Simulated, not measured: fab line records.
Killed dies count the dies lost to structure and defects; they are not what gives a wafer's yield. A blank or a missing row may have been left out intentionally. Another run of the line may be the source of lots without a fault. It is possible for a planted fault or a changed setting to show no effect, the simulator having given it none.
A lot that was struck, set against a sound lot    flow sky130    30 steps out of a route of 708
Sound: these wafers, L296.1, L296.5, L296.6. Wafers L304.1, L304.3, L304.6 were the ones struck. The cause comes at the end.
At each step with rows: each side's tool, then ch and its chambers, then its first start. Under that, the readings that differ: sound wafers    struck wafers    difference of the means    sigmas: that difference in standard deviations of wafers without a fault.
alike: a reading whose means differ by less than 2 such deviations, as well as words and numbers matching on both sides. not compared: withheld readings; readings where some wafer has no value; bounds like >300 that might hide an equal value; numbers whose values overlap and for which the record gives no deviation.
A row with sigmas, a row that says differs or no value, or rows on one side alone: a step with any of these is where the two part. When numbers do not overlap yet have no deviation, they are printed without sigmas and do not part them. A reading missing from all wafers of one side parts the sides only when that side holds two or more wafers.

first, 5 steps without rows for these wafers: SKY_SONOS_ONO_COAT_08 (resist thk 1140 nm); SKY_SONOS_ONO_SOFTBAKE_09 (time 60 s); SKY_SONOS_ONO_EXPOSE_10 (exposes mask ONOM, target cd 410 nm); SKY_SONOS_ONO_PEB_11; SKY_SONOS_ONO_DEVELOP_12 (develop time 60 s).
SKY_SONOS_ONO_CD_MEAS_13: the cd target is 410 nm.
  sound on cd sem-01 at day 16 02:29; struck on cd sem-02 at day 18 20:58
  alike: cd nm
SKY_SONOS_ONO_OVL_MEAS_14:
  sound on overlay-02 at day 16 02:37; struck on overlay-02 at day 18 21:05
reading             sound           struck       difference  sigmas
SONOS_ONO_OVL (nm)  -2.1 -1.7 -1.3  1.3 0.7 1.2  +2.8        +2
SKY_SONOS_ONO_ETCH_15: etches the open film in CHF3/O2, target depth 19.52 nm, time 7.8 s.
  sound on rie diel-03 ch 1,2, day 16 02:39; struck on rie diel-02 ch 0,1, day 18 21:08
  alike: drypump motor current A, oes product au, throttle valve pct
  not compared: rf hours counter h
then, 1 step without rows for these wafers: SKY_SONOS_ONO_WET_ETCH_16 (etches SiO2 in dHF, target depth 14 nm, time 280 s).
SKY_SONOS_ONO_STRIP_17: strips in O2/N2.
  sound on plasma asher-01 ch 0,1, day 16 02:45; struck on plasma asher-02 ch 0,1, day 18 21:15
  alike: drypump motor current A, oes product au, strip time to endpoint s
  not compared: rf hours counter h
then, 2 steps without rows for these wafers: SKY_SONOS_ONO_WET_ETCH_18 (etches Si3N4 in H3PO4, target depth 15 nm, time 172 s); SKY_GATE_OXIDE_CLEAN_00 (cleans in SC1/SC2, time 150 s).
SKY_GATE_OXIDE_OXIDATION_01: stabilise 600 s, purge 300 s, target thk 10.268 nm.
  sound on furnace-02 ch 0, day 16 02:58; struck on furnace-02 ch 0, day 18 21:27
reading                                            sound              struck                difference  sigmas
ox time s (s)                                      1473 1473 1473     1973.8 1973.8 1973.8  +500.8      
model.SiO2_of_GATE_OXIDE_OXIDATION_01.thk nm (nm)  10.23 10.15 10.08  12.42 12.5 12.58      +2.35       
  alike: spike tc centre C, zone power centre pct
SKY_GATE_OXIDE_THK_MEAS_02:
  sound on film metro-02 at day 16 04:22; struck on film metro-02 at day 18 22:52
reading                           sound              struck             difference  sigmas
GATE_OXIDE_OXIDATION_00_THK (nm)  10.20 10.15 10.05  12.45 12.54 12.62  +2.40       +12
then, 7 steps without rows for these wafers: SKY_GATE_OXIDE_DEHYDRATE_03 (time 60 s); SKY_GATE_OXIDE_HMDS_04 (prime time 60 s); SKY_GATE_OXIDE_COAT_05 (resist thk 1140 nm); SKY_GATE_OXIDE_SOFTBAKE_06 (time 60 s); SKY_GATE_OXIDE_EXPOSE_07 (exposes mask LVOM, target cd 600 nm); SKY_GATE_OXIDE_PEB_08; SKY_GATE_OXIDE_DEVELOP_09 (develop time 60 s).
SKY_GATE_OXIDE_OVL_MEAS_10:
  sound on overlay-01 at day 17 07:19; struck on overlay-01 at day 20 05:52
reading              sound           struck        difference  sigmas
GATE_OXIDE_OVL (nm)  -3.7 -1.9 -1.3  1.7 -0.6 1.1  +3.0        +2
then, 2 steps without rows for these wafers: SKY_GATE_OXIDE_IMPLANT_11; SKY_GATE_OXIDE_WET_ETCH_12 (etches SiO2 in dHF, target depth 16.8 nm, time 336 s).
SKY_GATE_OXIDE_STRIP_13: strips in O2/N2.
  sound on plasma asher-01 ch 0,1, day 17 07:38; struck on plasma asher-02 ch 0,1, day 20 06:10
  alike: drypump motor current A, oes product au, strip time to endpoint s
  not compared: rf hours counter h
SKY_GATE_OXIDE_TW_MEAS_14:
  sound on film metro-03 at day 17 07:44; struck on film metro-04 at day 20 06:16
reading        sound              struck             difference  sigmas
GATE_OXIDE_TW  226.2 226.0 226.1  217.9 219.0 219.5  -7.3        -3
then, 1 step without rows for these wafers: SKY_GATE_OXIDE_CLEAN_15 (cleans in SC1/SC2, time 150 s).
SKY_GATE_OXIDE_OXIDATION_16: stabilise 600 s, purge 300 s, target thk 3.57 nm.
  sound on furnace-01 ch 0, day 17 10:01; struck on furnace-02 ch 0, day 20 06:31
reading                                            sound              struck             difference  sigmas
model.SiO2_of_GATE_OXIDE_OXIDATION_01.thk nm (nm)  11.67 11.57 11.52  13.61 13.72 13.78  +2.12       
  alike: ox time s, spike tc centre C, zone power centre pct
then, 1 step without rows for these wafers: SKY_POLY_GATE_CVD_00 (deposits poly-Si, target thk 180 nm, time 720 s).
-- record jumps: 30 days separate the struck wafers' starts on either side; left off in module POLY_GATE, taken up again in module PAD_OPEN, whose first shown step is the route's number 708 --
SKY_PAD_OPEN_PROBE_99:
  sound on prober-02 at day 48 02:03; struck on prober-02 at day 50 00:22
reading                                 sound                         struck                        difference  sigmas
killed at other                         0 0 0                         0 1 2                         +1          +2
model.etest.nfet_16v.r on ohm um        1.376e+04 1.38e+04 1.375e+04  1.488e+04 1.49e+04 1.506e+04  +1.177e+03  
model.etest.pfet_16v.r on ohm um        1.504e+04 1.5e+04 1.532e+04   1.637e+04 1.592e+04 1.65e+04  +1.143e+03  
model.etest.tip sonos.rs ohm sq         2691 2712 2656                3264 3303 3343                +617        
model.etest.pfet g5v0d10v5.r on ohm um  4817 4821 4826                5178 5206 5316                +412        
model.etest.nfet g5v0d10v5.r on ohm um  1898 1870 1859                2046 2063 2111                +198        
model.etest.nfet g5v0d10v5.drive ua um  602.2 609.4 615.3             513.6 514.8 507.2             -97.1       
model.etest.nfet_05v0_nvt.drive ua um   574.2 583.3 580.6             500.2 496.2 495               -82.2       
model.etest.pfet g5v0d10v5.drive ua um  335.7 335.8 337.3             299.5 296 294                 -39.8       
  alike: killed_at_M0_to_M3, killed_at_M4_up, killed at contacts, killed at front end, killed dies, killed open, killed short

== WHERE THEY PART ==
First at SKY_SONOS_ONO_OVL_MEAS_14; last, within this record, at SKY_PAD_OPEN_PROBE_99.

WHY: what the simulator had put in
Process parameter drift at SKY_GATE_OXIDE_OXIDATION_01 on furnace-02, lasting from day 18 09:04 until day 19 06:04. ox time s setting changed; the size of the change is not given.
